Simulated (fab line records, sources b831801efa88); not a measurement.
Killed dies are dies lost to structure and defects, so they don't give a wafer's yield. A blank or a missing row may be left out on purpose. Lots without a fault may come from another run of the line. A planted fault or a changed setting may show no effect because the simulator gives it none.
fab line records | flow gf180mcu
record lots=5 wafers=15 last_day=31
route steps=602 shown VT_IMPLANT@112 MVSD@136 NWELL@137 LVPWELL@138 MVPSD@139 DUAL_GATE@141 POLY_GATE@157
lots that met no fault: from a run of the same line without faults
start_h: hours from the record's first day to the start of the lot's first wafer shown | wait_h: hours since the lot's step before | " the same as in the row above | L1.1+2: a row that stands for several wafers | - no value, or no start given | * or withheld: withheld | < > ~ a bound
route shown NAME@n: a module of which the file shows steps, and the number in the route of the first | usual: mean/standard deviation of fault-free wafers | same: alike in all rows | chamber/n: place in a boat | sites: the reading at each site | _std_site: their standard deviation | _edge_site: outer sites' mean less inner sites' | radius_mm: how far each site lies from the wafer's centre | mask NAME#n: copy n | behind: the tool/chamber that last shaped the wafer | hold: why the lot was held/for how many hours/how that ended | device: the transistor (n, p or np) that didn't switch | end of line: the same wafers' tests at the end of the route | a step without rows: its recipe alone | killed: dies lost to structure and defects at the first sort, not the wafer's yield | map: a wafer's dies, x killed, . not, _ none there
set.NAME: the setting as run; set.NAME@STEP: as run at that earlier step | model.NAME: the simulator's own value behind a step, which no gauge read
lots at some steps of the route; a table a step, a row a wafer
services: from which hour (start_h, from the record's first day; less than 0 if before it) a tool's chamber was out of use, for how many hours, and why
## steps
# step GF_VT_IMPLANT_DEHYDRATE_22
# recipe temp_c=200 time_s=60
# columns lot.wafer tool chamber start_h wait_h
L075.1+4+5 litho_track-02 0 139.35 7.0
L078.1+4+5 litho_track-03 0 158.20 7.2
L079.2+3+6 litho_track-02 0 163.47 7.2
L081.2+4+6 litho_track-02 0 178.07 7.3
L082.2+4+6 litho_track-03 0 182.57 7.4
# step GF_VT_IMPLANT_HMDS_23
# recipe prime_time_s=60 prime_temp_c=120
# same prime_time_s=60
# columns lot.wafer tool chamber start_h wait_h
L075.1+4+5 litho_track-02 0 139.50 0.1
L078.1+4+5 litho_track-03 0 158.35 0.1
L079.2+3+6 litho_track-02 0 163.62 0.1
L081.2+4+6 litho_track-02 0 178.22 0.1
L082.2+4+6 litho_track-03 0 182.72 0.1
# step GF_VT_IMPLANT_COAT_24
# recipe resist=NOVOLAK spin_rpm=3000 resist_thk_nm=1000
# columns lot.wafer tool chamber start_h wait_h
L075.1+4+5 litho_track-02 0 139.65 0.1
L078.1+4+5 litho_track-03 0 158.50 0.1
L079.2+3+6 litho_track-02 0 163.77 0.1
L081.2+4+6 litho_track-02 0 178.37 0.1
L082.2+4+6 litho_track-03 0 182.87 0.1
# step GF_VT_IMPLANT_SOFTBAKE_25
# recipe temp_c=90 time_s=60 resist=NOVOLAK
# columns lot.wafer tool chamber start_h wait_h
L075.1+4+5 litho_track-02 0 139.80 0.1
L078.1+4+5 litho_track-03 0 158.65 0.1
L079.2+3+6 litho_track-02 0 163.92 0.1
L081.2+4+6 litho_track-02 0 178.52 0.1
L082.2+4+6 litho_track-03 0 183.02 0.1
# step GF_VT_IMPLANT_EXPOSE_26
# recipe mask_id=LVPWELL_HV_AREA target_cd_nm=860 na=0.6 source_shape=conventional sigma_outer=0.6 dose_mj=140
# columns lot.wafer tool chamber start_h wait_h mask
L075.1+4+5 iline_stepper-01 0 - - LVPWELL_HV_AREA#0
L078.1+4+5 iline_stepper-01 0 - - LVPWELL_HV_AREA#0
L079.2+3+6 iline_stepper-02 0 - - LVPWELL_HV_AREA#0
L081.2+4+6 iline_stepper-02 0 - - LVPWELL_HV_AREA#0
L082.2+4+6 iline_stepper-02 0 - - LVPWELL_HV_AREA#0
# step GF_VT_IMPLANT_PEB_27
# recipe temp_c=withheld time_s=* resist=NOVOLAK
# columns lot.wafer tool chamber start_h wait_h
L075.1+4+5 litho_track-01 0 - -
L078.1+4+5 litho_track-01 0 - -
L079.2+3+6 litho_track-03 0 - -
L081.2+4+6 litho_track-01 0 - -
L082.2+4+6 litho_track-03 0 - -
# step GF_VT_IMPLANT_DEVELOP_28
# recipe develop_time_s=60 dev_temp_c=23
# same develop_time_s=60
# columns lot.wafer tool chamber start_h wait_h
L075.1+4+5 litho_track-01 0 147.59 0.1
L078.1+4+5 litho_track-01 0 166.24 0.1
L079.2+3+6 litho_track-03 0 171.97 0.1
L081.2+4+6 litho_track-01 0 186.91 0.1
L082.2+4+6 litho_track-03 0 191.47 0.1
# step GF_VT_IMPLANT_OVL_MEAS_29
# usual VT_IMPLANT_02_OVL=0.0/1.5
# columns lot.wafer tool chamber start_h wait_h VT_IMPLANT_02_OVL[nm]
L075.1 overlay-02 - 147.74 0.1 2.4
L075.4 " - " " 0.7
L075.5 " - " " 3.0
L078.1 overlay-02 - 166.39 0.1 1.2
L078.4 " - " " 0.3
L078.5 " - " " 0.7
L079.2 overlay-01 - 172.10 0.1 0.0
L079.3 " - " " -0.3
L079.6 " - " " -0.2
L081.2 overlay-02 - 187.05 0.1 2.5
L081.4 " - " " 3.1
L081.6 " - " " 3.9
L082.2 overlay-01 - 191.60 0.1 0.1
L082.4 " - " " 0.3
L082.6 " - " " 0.5
# step GF_VT_IMPLANT_IMPLANT_30
# recipe species=B energy_kev=25 dose_cm2=2.534e+12 tilt_deg=7
# same implant_ion_amu=11
# columns lot.wafer tool chamber start_h wait_h
L075.1+4+5 implanter-02 0 147.78 0.0
L078.1+4+5 implanter-02 0 166.43 0.0
L079.2+3+6 implanter-02 0 172.16 0.0
L081.2+4+6 implanter-04 0 187.10 0.0
L082.2+4+6 implanter-02 0 191.66 0.0
# step GF_VT_IMPLANT_STRIP_31
# recipe chemistry=O2/N2 power_w=1400 pressure_mtorr=1500 platen_temp_c=250 o2_flow_sccm=3000 n2_flow_sccm=300 overash_fraction=0.5
# usual chamber_pressure_mTorr=1500.0/1.3 drypump_motor_current_A=5.6/0.46 heater_power_w=353/36 oes_product_au=0.716/0.0049 strip_time_to_endpoint_s=12.638/0.028
# columns lot.wafer tool chamber start_h wait_h chamber_pressure_mTorr drypump_motor_current_A heater_power_w oes_product_au rf_hours_counter_h strip_time_to_endpoint_s
L075.1 plasma_asher-03 0 147.93 0.1 1498.9 6.0 413 0.717 51 12.645
L075.4 " 1 " " 1499.5 4.8 355 0.721 - 12.680
L075.5 " 1 " " 1500.3 4.8 352 0.705 - 12.646
L078.1 plasma_asher-02 1 166.58 0.1 1497.8 5.7 343 0.708 49 12.652
L078.4 " 0 " " 1499.9 5.7 336 0.709 - 12.603
L078.5 " 1 " " 1499.1 5.7 324 0.710 - 12.604
L079.2 plasma_asher-03 0 172.28 0.1 1500.9 6.0 420 0.708 54 12.631
L079.3 " 1 " " 1498.4 4.8 355 0.719 - 12.668
L079.6 " 1 " " 1501.5 4.8 354 0.724 - 12.658
L081.2 plasma_asher-02 1 187.23 0.1 1498.8 5.7 340 0.718 51 12.656
L081.4 " 1 " " 1501.6 5.7 342 0.716 - 12.662
L081.6 " 0 " " 1499.3 5.7 341 0.713 - 12.671
L082.2 plasma_asher-04 1 191.78 0.1 1501.4 5.9 338 0.715 39 12.625
L082.4 " 0 " " 1498.0 6.2 297 0.718 - 12.605
L082.6 " 1 " " 1501.8 5.9 329 0.707 - 12.643
# step GF_VT_IMPLANT_TW_MEAS_32
# usual VT_IMPLANT_3_TW=266.3/1.7
# columns lot.wafer tool chamber start_h wait_h VT_IMPLANT_3_TW
L075.1 film_metro-03 - 148.03 0.1 267.5
L075.4 " - " " 267.3
L075.5 " - " " 266.4
L078.1 film_metro-01 - 166.68 0.1 266.9
L078.4 " - " " 265.9
L078.5 " - " " 266.0
L079.2 film_metro-04 - 172.39 0.1 264.3
L079.3 " - " " 263.7
L079.6 " - " " 264.3
L081.2 film_metro-01 - 187.34 0.1 267.0
L081.4 " - " " 265.9
L081.6 " - " " 267.5
L082.2 film_metro-01 - 191.89 0.1 266.6
L082.4 " - " " 267.1
L082.6 " - " " 267.2
# step GF_VT_IMPLANT_DEHYDRATE_33
# recipe temp_c=200 time_s=60
# columns lot.wafer tool chamber start_h wait_h
L075.1+4+5 litho_track-02 0 155.05 7.0
L078.1+4+5 litho_track-03 0 174.80 8.1
L079.2+3+6 litho_track-02 0 180.27 7.9
L081.2+4+6 litho_track-03 0 195.37 8.0
L082.2+4+6 litho_track-01 0 199.56 7.7
# step GF_VT_IMPLANT_HMDS_34
# recipe prime_time_s=60 prime_temp_c=120
# same prime_time_s=60
# columns lot.wafer tool chamber start_h wait_h
L075.1+4+5 litho_track-02 0 155.20 0.1
L078.1+4+5 litho_track-03 0 174.95 0.1
L079.2+3+6 litho_track-02 0 180.42 0.1
L081.2+4+6 litho_track-03 0 195.52 0.1
L082.2+4+6 litho_track-01 0 199.71 0.1
# step GF_VT_IMPLANT_COAT_35
# recipe resist=NOVOLAK spin_rpm=3000 resist_thk_nm=1000
# columns lot.wafer tool chamber start_h wait_h
L075.1+4+5 litho_track-02 0 155.35 0.1
L078.1+4+5 litho_track-03 0 175.10 0.1
L079.2+3+6 litho_track-02 0 180.57 0.1
L081.2+4+6 litho_track-03 0 195.67 0.1
L082.2+4+6 litho_track-01 0 199.86 0.1
# step GF_VT_IMPLANT_SOFTBAKE_36
# recipe temp_c=90 time_s=60 resist=NOVOLAK
# columns lot.wafer tool chamber start_h wait_h
L075.1+4+5 litho_track-02 0 155.50 0.1
L078.1+4+5 litho_track-03 0 175.25 0.1
L079.2+3+6 litho_track-02 0 180.72 0.1
L081.2+4+6 litho_track-03 0 195.82 0.1
L082.2+4+6 litho_track-01 0 200.01 0.1
# step GF_VT_IMPLANT_EXPOSE_37
# recipe mask_id=Nwell_HV_AREA target_cd_nm=860 na=0.6 source_shape=conventional sigma_outer=0.6 dose_mj=140
# columns lot.wafer tool chamber start_h wait_h mask
L075.1+4+5 iline_stepper-02 0 - - Nwell_HV_AREA#0
L078.1+4+5 iline_stepper-02 0 - - Nwell_HV_AREA#0
L079.2+3+6 iline_stepper-01 0 - - Nwell_HV_AREA#0
L081.2+4+6 iline_stepper-01 0 - - Nwell_HV_AREA#0
L082.2+4+6 iline_stepper-02 0 - - Nwell_HV_AREA#0
# step GF_VT_IMPLANT_PEB_38
# recipe temp_c=withheld time_s=* resist=NOVOLAK
# columns lot.wafer tool chamber start_h wait_h
L075.1+4+5 litho_track-02 0 - -
L078.1+4+5 litho_track-01 0 - -
L079.2+3+6 litho_track-01 0 - -
L081.2+4+6 litho_track-01 0 - -
L082.2+4+6 litho_track-02 0 - -
# step GF_VT_IMPLANT_DEVELOP_39
# recipe develop_time_s=60 dev_temp_c=23
# same develop_time_s=60
# columns lot.wafer tool chamber start_h wait_h
L075.1+4+5 litho_track-02 0 163.30 0.1
L078.1+4+5 litho_track-01 0 183.29 0.1
L079.2+3+6 litho_track-01 0 189.16 0.1
L081.2+4+6 litho_track-01 0 204.41 0.1
L082.2+4+6 litho_track-02 0 209.12 0.1
# step GF_VT_IMPLANT_OVL_MEAS_40
# usual VT_IMPLANT_03_OVL=0.1/1.5
# columns lot.wafer tool chamber start_h wait_h VT_IMPLANT_03_OVL[nm]
L075.1 overlay-02 - 163.45 0.1 0.2
L075.4 " - " " 2.4
L075.5 " - " " 1.6
L078.1 overlay-01 - 183.44 0.1 -3.0
L078.4 " - " " -2.2
L078.5 " - " " -2.3
L079.2 overlay-02 - 189.30 0.1 -3.5
L079.3 " - " " -2.1
L079.6 " - " " -1.0
L081.2 overlay-01 - 204.55 0.1 -0.6
L081.4 " - " " -0.7
L081.6 " - " " -0.8
L082.2 overlay-02 - 209.25 0.1 -0.9
L082.4 " - " " -1.7
L082.6 " - " " -1.3
# step GF_VT_IMPLANT_IMPLANT_41
# recipe species=As energy_kev=70 dose_cm2=1.013e+12 tilt_deg=7
# same implant_ion_amu=75
# columns lot.wafer tool chamber start_h wait_h
L075.1+4+5 implanter-02 0 163.49 0.0
L078.1+4+5 implanter-01 0 183.48 0.0
L079.2+3+6 implanter-01 0 189.35 0.0
L081.2+4+6 implanter-02 0 204.60 0.0
L082.2+4+6 implanter-04 0 209.31 0.0
# step GF_VT_IMPLANT_STRIP_42
# recipe chemistry=O2/N2 power_w=1400 pressure_mtorr=1500 platen_temp_c=250 o2_flow_sccm=3000 n2_flow_sccm=300 overash_fraction=0.5
# usual chamber_pressure_mTorr=1499.9/1.2 drypump_motor_current_A=5.7/0.41 heater_power_w=347/32 oes_product_au=0.716/0.0043 strip_time_to_endpoint_s=12.64/0.033
# columns lot.wafer tool chamber start_h wait_h chamber_pressure_mTorr drypump_motor_current_A heater_power_w oes_product_au rf_hours_counter_h strip_time_to_endpoint_s
L075.1 plasma_asher-02 0 163.64 0.1 1497.9 5.7 351 0.716 49 12.62
L075.4 " 1 " " 1500.4 5.7 347 0.721 - 12.64
L075.5 " 0 " " 1501.1 5.7 355 0.714 - 12.62
L078.1 plasma_asher-02 0 183.63 0.1 1499.1 5.6 353 0.713 51 12.60
L078.4 " 1 " " 1500.5 5.7 343 0.717 - 12.63
L078.5 " 0 " " 1500.9 5.6 350 0.714 - 12.63
L079.2 plasma_asher-02 0 189.48 0.1 1501.7 5.7 344 0.717 52 12.60
L079.3 " 1 " " 1497.7 5.7 338 0.711 - 12.59
L079.6 " 1 " " 1499.6 5.7 337 0.719 - 12.58
L081.2 plasma_asher-04 1 204.73 0.1 1499.7 5.9 333 0.711 40 12.69
L081.4 " 1 " " 1500.4 5.9 328 0.717 - 12.73
L081.6 " 1 " " 1498.5 5.9 334 0.713 - 12.63
L082.2 plasma_asher-03 1 209.43 0.1 1500.9 4.8 345 0.712 58 12.66
L082.4 " 0 " " 1498.7 6.0 408 0.725 - 12.69
L082.6 " 1 " " 1497.5 4.8 337 0.716 - 12.64
# step GF_VT_IMPLANT_TW_MEAS_43
# usual VT_IMPLANT_4_TW=685/5.8
# columns lot.wafer tool chamber start_h wait_h VT_IMPLANT_4_TW
L075.1 film_metro-01 - 163.74 0.1 682
L075.4 " - " " 687
L075.5 " - " " 682
L078.1 film_metro-03 - 183.73 0.1 692
L078.4 " - " " 691
L078.5 " - " " 690
L079.2 film_metro-04 - 189.59 0.1 675
L079.3 " - " " 677
L079.6 " - " " 673
L081.2 film_metro-01 - 204.84 0.1 680
L081.4 " - " " 683
L081.6 " - " " 683
L082.2 film_metro-04 - 209.54 0.1 682
L082.4 " - " " 681
L082.6 " - " " 681
# step GF_VT_IMPLANT_CLEAN_44
# recipe chemistry=SC1/SC2 mix=1:4:20 temp_c=70 time_s=150 dry=n2_spin
# columns lot.wafer tool chamber start_h wait_h
L075.1+4+5 wet_bench-02 2 163.80 0.1
L078.1+4+5 wet_bench-04 3 183.79 0.1
L079.2+3+6 wet_bench-03 3 189.64 0.0
L081.2+4+6 wet_bench-02 2 204.89 0.0
L082.2+4+6 wet_bench-04 2 209.59 0.0
# step GF_VT_IMPLANT_RTA_45
# recipe temp_c=1050 time_s=30 ambient=N2
# usual anneal_temp_c_max=1053.7/0.72 lamp_power_pct=34/3.6 wafer_temp_C_max=1054.8/1.1
# columns lot.wafer tool chamber start_h wait_h anneal_temp_c_max lamp_power_pct wafer_temp_C_max
L075.1 rtp_anneal-01 0 163.85 0.0 1053.7 29 1055.6
L075.4 " 0 " " 1053.3 29 1055.7
L075.5 " 0 " " 1053.6 29 1053.4
L078.1 rtp_anneal-02 0 183.84 0.0 1054.4 37 1052.9
L078.4 " 0 " " 1054.1 37 1053.7
L078.5 " 0 " " 1053.9 37 1052.7
L079.2 rtp_anneal-02 0 189.70 0.0 1053.8 37 1054.6
L079.3 " 0 " " 1053.2 37 1054.3
L079.6 " 0 " " 1053.6 37 1054.3
L081.2 rtp_anneal-02 0 204.95 0.0 1054.1 37 1053.9
L081.4 " 0 " " 1055.1 37 1054.8
L081.6 " 0 " " 1053.8 37 1055.0
L082.2 rtp_anneal-02 0 209.67 0.0 1054.5 37 1055.3
L082.4 " 0 " " 1056.1 37 1055.6
L082.6 " 0 " " 1055.5 37 1054.7
# step GF_VT_IMPLANT_RS_MEAS_46
# recipe thk_meas_gauge=four-point-probe
# usual MVSD_RS=456.6/1.3
# columns lot.wafer tool chamber start_h wait_h MVSD_RS[ohm/sq]
L075.1 film_metro-01 - 163.95 0.1 456.2
L075.4 " - " " 456.9
L075.5 " - " " 455.1
L078.1 film_metro-02 - 183.94 0.1 455.6
L078.4 " - " " 455.8
L078.5 " - " " 456.1
L079.2 film_metro-01 - 189.81 0.1 458.0
L079.3 " - " " 456.5
L079.6 " - " " 457.7
L081.2 film_metro-04 - 205.06 0.1 456.3
L081.4 " - " " 456.6
L081.6 " - " " 458.0
L082.2 film_metro-02 - 209.77 0.1 457.2
L082.4 " - " " 455.8
L082.6 " - " " 457.3
# step GF_VT_IMPLANT_RS_MEAS_47
# recipe thk_meas_gauge=four-point-probe
# usual NWELL_RS=487.9/1.2
# columns lot.wafer tool chamber start_h wait_h NWELL_RS[ohm/sq]
L075.1 film_metro-01 - 164.07 0.1 488.9
L075.4 " - " " 490.2
L075.5 " - " " 487.7
L078.1 film_metro-02 - 184.06 0.1 484.8
L078.4 " - " " 486.3
L078.5 " - " " 486.1
L079.2 film_metro-01 - 189.93 0.1 488.3
L079.3 " - " " 486.6
L079.6 " - " " 486.3
L081.2 film_metro-04 - 205.18 0.1 487.7
L081.4 " - " " 488.9
L081.6 " - " " 486.7
L082.2 film_metro-02 - 209.89 0.1 487.3
L082.4 " - " " 487.1
L082.6 " - " " 487.2
# step GF_VT_IMPLANT_RS_MEAS_48
# recipe thk_meas_gauge=four-point-probe
# usual LVPWELL_RS=1197/3.2
# columns lot.wafer tool chamber start_h wait_h LVPWELL_RS[ohm/sq]
L075.1 film_metro-01 - 164.19 0.1 1202
L075.4 " - " " 1197
L075.5 " - " " 1194
L078.1 film_metro-02 - 184.18 0.1 1196
L078.4 " - " " 1194
L078.5 " - " " 1195
L079.2 film_metro-01 - 190.05 0.1 1202
L079.3 " - " " 1204
L079.6 " - " " 1201
L081.2 film_metro-04 - 205.30 0.1 1194
L081.4 " - " " 1197
L081.6 " - " " 1194
L082.2 film_metro-02 - 210.01 0.1 1203
L082.4 " - " " 1204
L082.6 " - " " 1203
# step GF_VT_IMPLANT_RS_MEAS_49
# recipe thk_meas_gauge=four-point-probe
# usual MVPSD_RS=1169.9/2.9
# columns lot.wafer tool chamber start_h wait_h MVPSD_RS[ohm/sq]
L075.1 film_metro-01 - 164.31 0.1 1169.9
L075.4 " - " " 1173.4
L075.5 " - " " 1173.8
L078.1 film_metro-02 - 184.30 0.1 1166.8
L078.4 " - " " 1169.4
L078.5 " - " " 1166.9
L079.2 film_metro-01 - 190.17 0.1 1174.1
L079.3 " - " " 1171.5
L079.6 " - " " 1168.3
L081.2 film_metro-04 - 205.42 0.1 1169.0
L081.4 " - " " 1164.1
L081.6 " - " " 1172.4
L082.2 film_metro-02 - 210.13 0.1 1168.0
L082.4 " - " " 1169.2
L082.6 " - " " 1169.7
# step GF_VT_IMPLANT_WET_ETCH_50
# recipe chemistry=dHF target_depth_nm=20 target=SiO2 temp_c=25 dilution=100:1 time_s=400
# columns lot.wafer tool chamber start_h wait_h
L075.1+4+5 wet_bench-03 3 164.43 0.1
L078.1+4+5 wet_bench-02 2 184.42 0.1
L079.2+3+6 wet_bench-03 2 190.27 0.1
L081.2+4+6 wet_bench-03 0 205.52 0.1
L082.2+4+6 wet_bench-03 3 210.23 0.1
# step GF_DUAL_GATE_CLEAN_00
# recipe chemistry=SC1/SC2 mix=1:4:20 temp_c=70 time_s=150
# columns lot.wafer tool chamber start_h wait_h
L075.1+4+5 wet_bench-04 1 164.54 0.0
L078.1+4+5 wet_bench-03 2 184.54 0.0
L079.2+3+6 wet_bench-04 1 190.39 0.0
L081.2+4+6 wet_bench-03 2 205.63 0.0
L082.2+4+6 wet_bench-02 0 210.35 0.0
# step GF_DUAL_GATE_CLEAN_01
# recipe chemistry=dHF time_s=20 dilution=100:1 dry=ipa_marangoni
# columns lot.wafer tool chamber start_h wait_h
L075.1+4+5 wet_bench-03 2 164.59 0.0
L078.1+4+5 wet_bench-04 3 184.59 0.0
L079.2+3+6 wet_bench-03 0 190.44 0.0
L081.2+4+6 wet_bench-03 3 205.68 0.0
L082.2+4+6 wet_bench-03 3 210.41 0.0
# step GF_DUAL_GATE_OXIDATION_02
# recipe temp_c=900 ambient=O2 stabilise_s=600 purge_s=300 target_thk_a=108.87 ox_time_s=1602
# usual ox_temp_c_max=905.0/1.2
# columns lot.wafer tool chamber start_h wait_h ox_temp_c_max
L075.1 furnace-02 0 164.61 0.0 904.8
L075.4 " 0 " " 905.7
L075.5 " 0 " " 905.4
L078.1 furnace-01 0 184.60 0.0 905.2
L078.4 " 0 " " 905.6
L078.5 " 0 " " 906.4
L079.2 furnace-01 0 191.53 1.1 905.9
L079.3 " 0 " " 906.8
L079.6 " 0 " " 904.9
L081.2 furnace-01 0 205.96 0.3 906.6
L081.4 " 0 " " 906.0
L081.6 " 0 " " 905.9
L082.2 furnace-02 0 211.36 0.9 903.9
L082.4 " 0 " " 902.9
L082.6 " 0 " " 903.9
# step GF_DUAL_GATE_THK_MEAS_03
# recipe reads=SiO2_of_DUAL_GATE_OXIDATION_02
# usual DUAL_GATE_OXIDATION_00_THK=10.96/0.19
# columns lot.wafer tool chamber start_h wait_h DUAL_GATE_OXIDATION_00_THK[nm]
L075.1 film_metro-03 - 166.05 0.0 11.00
L075.4 " - " " 10.96
L075.5 " - " " 11.02
L078.1 film_metro-02 - 186.04 0.0 11.04
L078.4 " - " " 10.95
L078.5 " - " " 11.21
L079.2 film_metro-03 - 192.99 0.0 10.96
L079.3 " - " " 10.75
L079.6 " - " " 10.75
L081.2 film_metro-02 - 207.42 0.0 10.98
L081.4 " - " " 11.00
L081.6 " - " " 11.03
L082.2 film_metro-03 - 212.81 0.0 10.91
L082.4 " - " " 10.94
L082.6 " - " " 11.18
# step GF_DUAL_GATE_DEHYDRATE_04
# recipe temp_c=200 time_s=60
# columns lot.wafer tool chamber start_h wait_h
L075.1+4+5 litho_track-01 0 173.99 7.9
L078.1+4+5 litho_track-04 0 194.19 8.1
L079.2+3+6 litho_track-01 0 201.16 8.2
L081.2+4+6 litho_track-04 0 215.52 8.1
L082.2+4+6 litho_track-04 0 221.22 8.4
# step GF_DUAL_GATE_HMDS_05
# recipe prime_time_s=60 prime_temp_c=120
# same prime_time_s=60
# columns lot.wafer tool chamber start_h wait_h
L075.1+4+5 litho_track-01 0 174.14 0.1
L078.1+4+5 litho_track-04 0 194.34 0.1
L079.2+3+6 litho_track-01 0 201.31 0.1
L081.2+4+6 litho_track-04 0 215.67 0.1
L082.2+4+6 litho_track-04 0 221.37 0.1
# step GF_DUAL_GATE_COAT_06
# recipe resist=NOVOLAK spin_rpm=3000 resist_thk_nm=1000
# columns lot.wafer tool chamber start_h wait_h
L075.1+4+5 litho_track-01 0 174.29 0.1
L078.1+4+5 litho_track-04 0 194.49 0.1
L079.2+3+6 litho_track-01 0 201.46 0.1
L081.2+4+6 litho_track-04 0 215.82 0.1
L082.2+4+6 litho_track-04 0 221.52 0.1
# step GF_DUAL_GATE_SOFTBAKE_07
# recipe temp_c=90 time_s=60 resist=NOVOLAK
# columns lot.wafer tool chamber start_h wait_h
L075.1+4+5 litho_track-01 0 174.44 0.1
L078.1+4+5 litho_track-04 0 194.64 0.1
L079.2+3+6 litho_track-01 0 201.61 0.1
L081.2+4+6 litho_track-04 0 215.97 0.1
L082.2+4+6 litho_track-04 0 221.67 0.1
# step GF_DUAL_GATE_EXPOSE_08
# recipe mask_id=Dualgate target_cd_nm=700 na=0.6 source_shape=conventional sigma_outer=0.6 dose_mj=140
# columns lot.wafer tool chamber start_h wait_h mask
L075.1+4+5 iline_stepper-01 0 - - Dualgate#0
L078.1+4+5 iline_stepper-01 0 - - Dualgate#0
L079.2+3+6 iline_stepper-01 0 - - Dualgate#0
L081.2+4+6 iline_stepper-01 0 - - Dualgate#0
L082.2+4+6 iline_stepper-02 0 - - Dualgate#0
# step GF_DUAL_GATE_PEB_09
# recipe temp_c=withheld time_s=* resist=NOVOLAK
# columns lot.wafer tool chamber start_h wait_h
L075.1+4+5 litho_track-01 0 - -
L078.1+4+5 litho_track-01 0 - -
L079.2+3+6 litho_track-02 0 - -
L081.2+4+6 litho_track-01 0 - -
L082.2+4+6 litho_track-02 0 - -
# step GF_DUAL_GATE_DEVELOP_10
# recipe develop_time_s=60 dev_temp_c=23
# same develop_time_s=60
# columns lot.wafer tool chamber start_h wait_h
L075.1+4+5 litho_track-01 0 182.39 0.1
L078.1+4+5 litho_track-01 0 203.49 0.1
L079.2+3+6 litho_track-02 0 210.17 0.1
L081.2+4+6 litho_track-01 0 224.96 0.1
L082.2+4+6 litho_track-02 0 231.12 0.1
# step GF_DUAL_GATE_OVL_MEAS_11
# usual DUAL_GATE_OVL=-0.5/0.91
# columns lot.wafer tool chamber start_h wait_h DUAL_GATE_OVL[nm]
L075.1 overlay-01 - 182.54 0.1 0.1
L075.4 " - " " -1.4
L075.5 " - " " -1.0
L078.1 overlay-01 - 203.64 0.1 -0.6
L078.4 " - " " -0.3
L078.5 " - " " 0.6
L079.2 overlay-01 - 210.30 0.1 -2.4
L079.3 " - " " -1.6
L079.6 " - " " -0.7
L081.2 overlay-01 - 225.10 0.1 -1.2
L081.4 " - " " -1.0
L081.6 " - " " -1.0
L082.2 overlay-02 - 231.25 0.1 -0.7
L082.4 " - " " 0.6
L082.6 " - " " 0.3
# step GF_DUAL_GATE_WET_ETCH_12
# recipe chemistry=dHF target_depth_nm=13 dry=n2_spin target=SiO2 temp_c=25 dilution=100:1 time_s=260
# columns lot.wafer tool chamber start_h wait_h
L075.1+4+5 wet_bench-03 3 182.58 0.0
L078.1+4+5 wet_bench-02 0 203.68 0.0
L079.2+3+6 wet_bench-04 2 210.33 0.0
L081.2+4+6 wet_bench-03 3 225.13 0.0
L082.2+4+6 wet_bench-03 0 231.28 0.0
# step GF_DUAL_GATE_STRIP_13
# recipe chemistry=O2/N2 power_w=1400 pressure_mtorr=1500 platen_temp_c=250 o2_flow_sccm=3000 n2_flow_sccm=300 overash_fraction=0.5
# usual chamber_pressure_mTorr=1500.0/1.3 drypump_motor_current_A=5.8/0.56 heater_power_w=371/35 oes_product_au=0.716/0.0048 strip_time_to_endpoint_s=12.63/0.035
# columns lot.wafer tool chamber start_h wait_h chamber_pressure_mTorr drypump_motor_current_A heater_power_w oes_product_au rf_hours_counter_h strip_time_to_endpoint_s
L075.1 plasma_asher-02 0 182.66 0.0 1502.0 5.7 347 0.722 51 12.62
L075.4 " 0 " " 1501.0 5.7 348 0.714 - 12.60
L075.5 " 1 " " 1498.1 5.7 344 0.711 - 12.61
L078.1 plasma_asher-01 1 203.76 0.0 1500.9 6.5 405 0.718 10 12.59
L078.4 " 0 " " 1499.2 6.1 328 0.718 - 12.58
L078.5 " 1 " " 1500.3 6.5 406 0.713 - 12.61
L079.2 plasma_asher-01 0 210.43 0.0 1500.7 6.1 345 0.708 11 12.66
L079.3 " 0 " " 1503.2 6.1 327 0.723 - 12.65
L079.6 " 1 " " 1502.1 6.5 404 0.718 - 12.66
L081.2 plasma_asher-01 1 225.22 0.0 1499.7 6.5 410 0.716 12 12.65
L081.4 " 0 " " 1499.5 6.1 329 0.714 - 12.65
L081.6 " 1 " " 1499.9 6.5 405 0.711 - 12.66
L082.2 plasma_asher-03 0 231.37 0.0 1499.9 6.0 415 0.718 60 12.62
L082.4 " 0 " " 1499.1 6.0 414 0.728 - 12.59
L082.6 " 0 " " 1499.6 6.0 423 0.713 - 12.64
# step GF_DUAL_GATE_CLEAN_14
# recipe chemistry=SC1/SC2 mix=1:4:20 temp_c=70 time_s=150 dry=n2_spin
# columns lot.wafer tool chamber start_h wait_h
L075.1+4+5 wet_bench-04 2 182.76 0.1
L078.1+4+5 wet_bench-04 1 203.86 0.1
L079.2+3+6 wet_bench-02 2 210.53 0.1
L081.2+4+6 wet_bench-02 2 225.32 0.1
L082.2+4+6 wet_bench-04 3 231.47 0.1
# step GF_DUAL_GATE_OXIDATION_15
# recipe temp_c=850 ambient=O2 stabilise_s=600 purge_s=300 target_thk_a=70.98 ox_time_s=1995
# usual ox_temp_c_max=854.9/1
# columns lot.wafer tool chamber start_h wait_h ox_temp_c_max
L075.1 furnace-01 0 182.81 0.0 856.1
L075.4 " 0 " " 854.1
L075.5 " 0 " " 854.6
L078.1 furnace-01 0 204.41 0.5 855.5
L078.4 " 0 " " 856.5
L078.5 " 0 " " 858.0
L079.2 furnace-01 0 211.59 1.0 855.5
L079.3 " 0 " " 858.0
L079.6 " 0 " " 855.6
L081.2 furnace-01 0 225.56 0.2 856.0
L081.4 " 0 " " 855.1
L081.6 " 0 " " 854.8
L082.2 furnace-01 0 231.52 0.0 857.0
L082.4 " 0 " " 856.0
L082.6 " 0 " " 856.7
# step GF_POLY_GATE_CVD_00
# recipe material=poly-Si target_thk_nm=200 temp_c=620 time_s=1200 pressure_mtorr=200
# columns lot.wafer tool chamber start_h wait_h
L075.1+4+5 lpcvd-02 0 184.36 0.0
L078.1+4+5 lpcvd-01 1 205.96 0.0
L079.2+3+6 lpcvd-01 1 213.48 0.3
L081.2+4+6 lpcvd-02 0 227.11 0.0
L082.2+4+6 lpcvd-01 0 233.08 0.0
## services
# columns tool chamber start_h hours kind
plasma_asher-01 0 117.75 - clean
plasma_asher-01 1 117.75 - clean
plasma_asher-03 - 123.35 6.7 pm
plasma_asher-01 - 126.86 0.5 repair
plasma_asher-04 - 139.65 28.1 pm
furnace-02 - 151.49 2.2 repair
implanter-02 - 159.34 2.1 repair
plasma_asher-02 - 170.73 2.7 repair
furnace-02 - 171.51 3.3 pm
plasma_asher-04 - 173.41 0.6 repair
implanter-02 - 174.09 7.1 repair
rtp_anneal-01 - 177.88 2.6 pm
plasma_asher-04 - 180.12 3.7 repair
iline_stepper-01 - 183.13 1.7 repair
iline_stepper-01 - 196.73 0.6 repair
implanter-01 - 198.74 10.1 repair
plasma_asher-02 - 212.18 0.7 repair
## key
fault none
